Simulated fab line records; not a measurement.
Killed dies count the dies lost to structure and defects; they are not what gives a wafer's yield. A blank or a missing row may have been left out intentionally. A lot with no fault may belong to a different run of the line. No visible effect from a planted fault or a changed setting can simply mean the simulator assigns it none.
Comparing a struck lot with a sound one / flow sky130 / 17 steps out of a route of 708
Sound: wafers L409.1, L409.2, L409.6. Struck: wafer L416.3. (L416.4, L416.5 of the same lot were not struck and are left out.) The cause comes at the end.
For every step that has rows: the tool of each side, followed by ch and its chambers, followed by its first start. Under that, the readings that differ: sound wafers / struck wafers / difference of the means / sigmas: that difference in standard deviations of wafers without a fault.
alike: readings with means less than 2 such deviations apart, plus words and numbers identical on both sides. not compared: withheld readings, readings lacking a value on some wafer, bounds such as >300 that could conceal the same value, and numbers that have no deviation in the record and whose values overlap.
A row with sigmas, a row that says differs or no value, or rows on one side alone: a step with any of these is where the two part. Non-overlapping numbers with no deviation appear without sigmas and do not part them. A reading that every wafer of one side lacks parts them only if that side has two wafers or more.

first, 3 steps without rows for these wafers: SKY_VIA3_EXPOSE_09 (exposes mask VIM3, target cd 200 nm); SKY_VIA3_PEB_10; SKY_VIA3_DEVELOP_11 (develop time 60 s).
SKY_VIA3_CD_MEAS_12: the cd target is 200 nm.
  sound: cd sem-01 at day 43 07:14; struck: cd sem-02 at day 44 20:18
  alike: cd nm
SKY_VIA3_OVL_MEAS_13:
  sound: overlay-01 at day 43 07:22; struck: overlay-02 at day 44 20:24
  alike: VIA3_OVL
SKY_VIA3_ETCH_14: etches BARC in N2/H2, stops on SiO2, time 45.9 s, target depth 60 nm.
  sound on rie diel-01 ch 0,1, day 43 07:23; struck on rie diel-02 ch 2, day 44 20:25
  alike: drypump motor current A, oes product au, throttle valve pct
  not compared: rf hours counter h
SKY_VIA3_ETCH_15: etches SiO2 in C4F8/O2/Ar, stops on TiN, target depth 507 nm, time 78 s.
  sound on rie diel-01 ch 0,1, day 43 07:26; struck on rie diel-02 ch 2, day 44 20:28
  alike: oes product au
  not compared: rf hours counter h
SKY_VIA3_STRIP_16: strips in O2/N2.
  sound on plasma asher-02 ch 0,1, day 43 07:29; struck on plasma asher-01 ch 1, day 44 20:34
  alike: drypump motor current A, oes product au, strip time to endpoint s
  not compared: rf hours counter h
then, 3 steps without rows for these wafers: SKY_VIA3_STRIP_17 (strips in post etch residue remover, time 1200 s); SKY_VIA3_CLEAN_18 (cleans in IPA, time 180 s); SKY_VIA3_CLEAN_19 (cleans in O3/DIW).
SKY_VIA3_SPUTTER_20: material TiN, target thk 20 nm, time 80 s.
  sound: pvd sputter-01 at day 43 08:05; struck: pvd sputter-04 at day 44 21:07
  alike: throttle valve pct
SKY_VIA3_CVD_21: deposits W, target thk 390 nm, time 117.31 s.
  sound on cvd w-01 ch 0,1, day 43 08:16; struck on cvd w-01 ch 0, day 44 21:13
reading=model.W_of_VIA3_CVD_21.thk nm (nm); sound=390.5 389.4 382; struck=428.2; difference=+40.9; sigmas=
  alike: heater power w, susceptor temp C
  not compared: since wet clean h
SKY_VIA3_RS_MEAS_22: the measuring method here is four-point-probe.
  sound: film metro-04 at day 43 08:23; struck: film metro-04 at day 44 21:20
reading=VIA3_W_RS (ohm/sq); sound=0.2931 0.2948 0.3003; struck=0.2675; difference=-0.0286; sigmas=-11
SKY_VIA3_THK_MEAS_23: measures by xrf.
  sound: film metro-04 at day 43 08:30; struck: film metro-04 at day 44 21:26
reading=VIA3_W_THK (nm); sound=391 392 382; struck=425; difference=+37; sigmas=+8
SKY_VIA3_CMP_24: polishes, stops on SiO2, t overpolish 20 s, target thk 0 nm.
  sound on cmp-02 ch 0,1,3, day 43 08:41; struck on cmp-02 ch 2, day 44 21:32
reading=time to endpoint s (s); sound=93 94 94; struck=106; difference=+12; sigmas=+4
  alike: motor current A
-- the record jumps here: 5 days lie between the struck wafers' starts before and after (it left off in module VIA3 and takes up again in module PAD_OPEN, whose first step shown is number 708 of the route) --
SKY_PAD_OPEN_PROBE_99:
  sound: prober-02 at day 48 19:49; struck: prober-01 at day 50 00:17
  alike: defect limited yield, killed_at_M0_to_M3, killed_at_M4_up, killed at contacts, killed at front end, killed at other, killed dies, killed on rim, killed open, killed short, sort_bin_3_pad_short, sort_bin_5_function, sort_bin_6_memory, sort n pass, sort yield pct

WHERE THEY PART
First at SKY_VIA3_RS_MEAS_22; last, within this record, at SKY_VIA3_CMP_24. Later steps at which nothing parts them and some readings are alike: SKY_PAD_OPEN_PROBE_99.

WHY: what had been put in by the simulator
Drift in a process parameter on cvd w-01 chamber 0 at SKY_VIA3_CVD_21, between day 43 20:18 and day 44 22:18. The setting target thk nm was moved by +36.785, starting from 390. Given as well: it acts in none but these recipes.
